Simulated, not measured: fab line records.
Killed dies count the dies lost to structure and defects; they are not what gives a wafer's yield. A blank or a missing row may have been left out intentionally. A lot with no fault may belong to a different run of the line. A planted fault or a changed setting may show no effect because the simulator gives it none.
Problem report in the 8D (eight disciplines) form, filled by code / flow sky130 / the parts of the form that need people (team, actions taken, sign-off) are left out

1. THE PROBLEM
strip time to endpoint s at SKY_NWELL_STRIP_25 reads a mean of 35.44 s on 6 wafers of 2 lots; wafers without a fault read 36.95 s with a standard deviation of 0.13. Relative to the usual mean, that is a shift of -12 standard deviations.
The step: strips in O2/N2.
Seen first at day 9 00:49 on plasma asher-01, wafer L551.1. At this step, 36 wafers from 12 lots have a number in the record. Rule for "out", or "out of limits": more than 4 standard deviations from the usual mean. The rest of the wafers with a number are treated as sound.

2. WHAT IT IS; WHAT IT IS NOT
question=which readings at this step | is=strip time to endpoint s | is not=drypump motor current A, o2 flow sccm, oes product au
question=which lots | is=L551, L554 | is not=L539, L540, L542, L548, L549, L550, L552, L553, L555, L560
question=which wafers of those lots | is=all that have a number | is not=-
question=read on which tools | is=plasma asher-01, plasma asher-02 | is not=plasma asher-04
question=when | is=from day 9 00:49 | is not=up to then (18 sound wafers); but 12 sound wafers of L552, L553, L555, L560 came after

3. WHAT RULES OUT EACH SUSPECT
Counting: a tool stays on the suspect list if, at a process step up to the reading, it processed all lots that are out and no sound lot following the first of them.
- litho track-01 at SKY_NWELL_COAT_18 (resist thk 3000 nm): kept. All lots that are out passed through it, beginning with L551 at day 8 13:58, and no sound lot followed; its final sound lot before that point was L550 at day 8 07:01.
Left after counting: litho track-01 at SKY_NWELL_COAT_18.

4. THE CAUSE (what the simulator had put in)
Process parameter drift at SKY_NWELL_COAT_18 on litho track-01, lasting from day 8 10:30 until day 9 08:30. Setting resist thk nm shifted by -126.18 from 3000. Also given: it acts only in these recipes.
The count eliminated every tool but this one.

5. THE CHAIN OF EFFECTS, in route order
Each row: a reading where the mean over the struck wafers with a number is more than 3 standard deviations away from the usual. Scope: only readings with a usual standard deviation given in the record; hours: median across lots of the time from each lot's start at the first step in this table that gives one to its start at this step; sigmas: change in usual standard deviations.
hours=0; step=SKY_NWELL_STRIP_25; reading=strip time to endpoint s; usual=36.95 s; on struck wafers=35.44; change=-1.52; sigmas=-12
The process steps in it:
- SKY_NWELL_STRIP_25: strips in O2/N2.

6. HOW IT WOULD HAVE BEEN CAUGHT EARLIER
First out-of-limits reading in this record: day 9 00:49, which is 14 hours after fault onset at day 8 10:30.
The start of SKY_NWELL_COAT_18 on litho track-01 came by day 9 00:49 for every one of the lots that are out (2). Holding the tool at that point would not have protected any of them.
